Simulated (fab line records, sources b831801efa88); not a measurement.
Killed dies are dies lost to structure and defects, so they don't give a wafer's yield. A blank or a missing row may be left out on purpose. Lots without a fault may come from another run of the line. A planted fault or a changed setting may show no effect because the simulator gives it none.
Tool commonality check | flow gf180mcu | 11 lots, 33 wafers sampled

WHY IT WAS OPENED
At GF_VT_IMPLANT_RS_MEAS_49 the reading MVPSD_RS is flagged on 2 of 11 lots. Wafers without a fault read 1168 ohm/sq, standard deviation 4.1.
Rule: a lot is flagged when every wafer of it that has a number lies more than 4 standard deviations from that mean, or none has a number. The other lots count as sound.

lot  | measured     | on            | MVPSD_RS (ohm/sq), wafer by wafer | flag
L198 | day 7 18:14  | film_metro-04 | 1170 1168 1167                    |
L199 | day 8 01:13  | film_metro-04 | 1167 1167 1168                    |
L201 | day 8 15:57  | film_metro-04 | 1166 1165 1168                    |
L202 | day 8 22:58  | film_metro-03 | 1174 1176 1172                    |
L203 | day 9 02:52  | film_metro-04 | 1172 1172 1169                    |
L204 | day 9 10:19  | film_metro-01 | 1166 1169 1169                    |
L213 | day 12 02:16 | film_metro-04 | 1241 1247 1243                    | FLAGGED
L214 | day 12 08:49 | film_metro-01 | 1235 1234 1236                    | FLAGGED
L215 | day 12 17:17 | film_metro-03 | 1164 1166 1167                    |
L216 | day 12 23:35 | film_metro-04 | 1169 1168 1166                    |
L219 | day 13 19:05 | film_metro-03 | 1170 1166 1168                    |
The numbers of the flagged lots are 1239 ohm/sq on average: +71 ohm/sq against the usual, or +17 standard deviations.

WHICH TOOL RAN EACH LOT
The record holds 4 process steps before the reading, out of a route of 602 steps. In each cell: the tool, then ch and the chambers that the sampled wafers went through, then the start.
lot  | flag    | GF_LVPWELL_STRIP_10                 | GF_MVSD_STRIP_10                    | GF_MVPSD_IMPLANT_08             | GF_VT_IMPLANT_STRIP_09
L198 |         | plasma_asher-03 ch 0,1, day 4 02:14 | plasma_asher-03 ch 0,1, day 4 15:53 | implanter-04 ch 0, day 5 05:22  | plasma_asher-03 ch 0,1, day 5 19:32
L199 |         | plasma_asher-02 ch 0,1, day 4 08:17 | plasma_asher-03 ch 1, day 4 21:42   | implanter-03 ch 0, day 5 11:38  | plasma_asher-03 ch 0,1, day 6 02:29
L201 |         | plasma_asher-03 ch 0,1, day 4 19:11 | plasma_asher-02 ch 0,1, day 5 09:23 | implanter-03 ch 0, day 5 23:35  | plasma_asher-01 ch 0,1, day 6 15:08
L202 |         | plasma_asher-03 ch 0,1, day 5 00:05 | plasma_asher-03 ch 0,1, day 5 14:45 | implanter-02 ch 0, day 6 05:38  | plasma_asher-04 ch 0,1, day 6 21:27
L203 |         | plasma_asher-03 ch 0,1, day 5 05:51 | plasma_asher-01 ch 0,1, day 5 19:51 | implanter-02 ch 0, day 6 09:47  | plasma_asher-03 ch 1, day 7 01:26
L204 |         | plasma_asher-04 ch 0,1, day 5 11:14 | plasma_asher-03 ch 0,1, day 6 01:56 | implanter-04 ch 0, day 6 16:17  | plasma_asher-04 ch 0,1, day 7 07:44
L213 | FLAGGED | plasma_asher-03 ch 0,1, day 7 16:06 | plasma_asher-01 ch 0,1, day 8 08:08 | implanter-03 ch 0, day 9 01:05  | plasma_asher-04 ch 0,1, day 9 18:51
L214 | FLAGGED | plasma_asher-03 ch 1, day 7 20:50   | plasma_asher-02 ch 0,1, day 8 13:33 | implanter-03 ch 0, day 9 06:11  | plasma_asher-04 ch 0, day 10 00:11
L215 |         | plasma_asher-02 ch 0,1, day 8 04:25 | plasma_asher-03 ch 0,1, day 8 21:20 | implanter-04 ch 0, day 9 14:13  | plasma_asher-03 ch 0,1, day 10 08:35
L216 |         | plasma_asher-03 ch 0,1, day 8 09:05 | plasma_asher-03 ch 1, day 9 01:46   | implanter-02 ch 0, day 9 19:19  | plasma_asher-04 ch 0,1, day 10 13:33
L219 |         | plasma_asher-02 ch 0, day 9 01:02   | plasma_asher-01 ch 0,1, day 9 18:42 | implanter-02 ch 0, day 10 12:49 | plasma_asher-01 ch 0,1, day 11 07:24
What these steps do:
- GF_LVPWELL_STRIP_10: strips in O2/N2.
- GF_MVSD_STRIP_10: strips in O2/N2.
- GF_MVPSD_IMPLANT_08
- GF_VT_IMPLANT_STRIP_09: strips in O2/N2.
- GF_VT_IMPLANT_RS_MEAS_49: measures by four-point-probe.

FLAGGED OVER TOTAL, TOOL BY TOOL (the gauges that took the reading come last)
step                     | tool            | lots run | flagged | share of the flagged lots | sound lots run after its first flagged lot
GF_LVPWELL_STRIP_10      | plasma_asher-02 | 3        | 0       | none                      | -
GF_LVPWELL_STRIP_10      | plasma_asher-03 | 7        | 2       | all                       | 1 (L216)
GF_LVPWELL_STRIP_10      | plasma_asher-04 | 1        | 0       | none                      | -
GF_MVSD_STRIP_10         | plasma_asher-01 | 3        | 1       | some                      | 1 (L219)
GF_MVSD_STRIP_10         | plasma_asher-02 | 2        | 1       | some                      | 0
GF_MVSD_STRIP_10         | plasma_asher-03 | 6        | 0       | none                      | -
GF_MVPSD_IMPLANT_08      | implanter-02    | 4        | 0       | none                      | -
GF_MVPSD_IMPLANT_08      | implanter-03    | 4        | 2       | all                       | 0
GF_MVPSD_IMPLANT_08      | implanter-04    | 3        | 0       | none                      | -
GF_VT_IMPLANT_STRIP_09   | plasma_asher-01 | 2        | 0       | none                      | -
GF_VT_IMPLANT_STRIP_09   | plasma_asher-03 | 4        | 0       | none                      | -
GF_VT_IMPLANT_STRIP_09   | plasma_asher-04 | 5        | 2       | all                       | 1 (L216)
GF_VT_IMPLANT_RS_MEAS_49 | film_metro-01   | 2        | 1       | some                      | 0
GF_VT_IMPLANT_RS_MEAS_49 | film_metro-03   | 3        | 0       | none                      | -
GF_VT_IMPLANT_RS_MEAS_49 | film_metro-04   | 6        | 1       | some                      | 1 (L216)

WHAT THE TABLE ALLOWS
3 rows of the table ran every flagged lot: plasma_asher-03 at GF_LVPWELL_STRIP_10, implanter-03 at GF_MVPSD_IMPLANT_08, plasma_asher-04 at GF_VT_IMPLANT_STRIP_09.
- plasma_asher-03 at GF_LVPWELL_STRIP_10: 2 of its 7 lots flagged. Sound lots ran on it after the first flagged one (L216), which a lasting fault on the whole tool wouldn't allow.
- implanter-03 at GF_MVPSD_IMPLANT_08: 2 of its 4 lots flagged. Its last sound lot is L201 (day 5 23:35), its first flagged lot L213 (day 9 01:05): a fault that began between those two fits. Its own readings lie more than 4 standard deviations out on every wafer of the flagged lots: dose_ions_cm2.
- plasma_asher-04 at GF_VT_IMPLANT_STRIP_09: 2 of its 5 lots flagged. Sound lots ran on it after the first flagged one (L216), which a lasting fault on the whole tool wouldn't allow.
One tool is left: implanter-03 at GF_MVPSD_IMPLANT_08.

WHAT THE SIMULATOR HAD PUT IN
Process parameter drift: implanter-03, from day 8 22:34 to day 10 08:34, at GF_MVPSD_IMPLANT_08. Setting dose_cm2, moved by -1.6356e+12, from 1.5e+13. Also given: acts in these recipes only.
Lots struck among those shown: L213, L214. The rule above found the same.
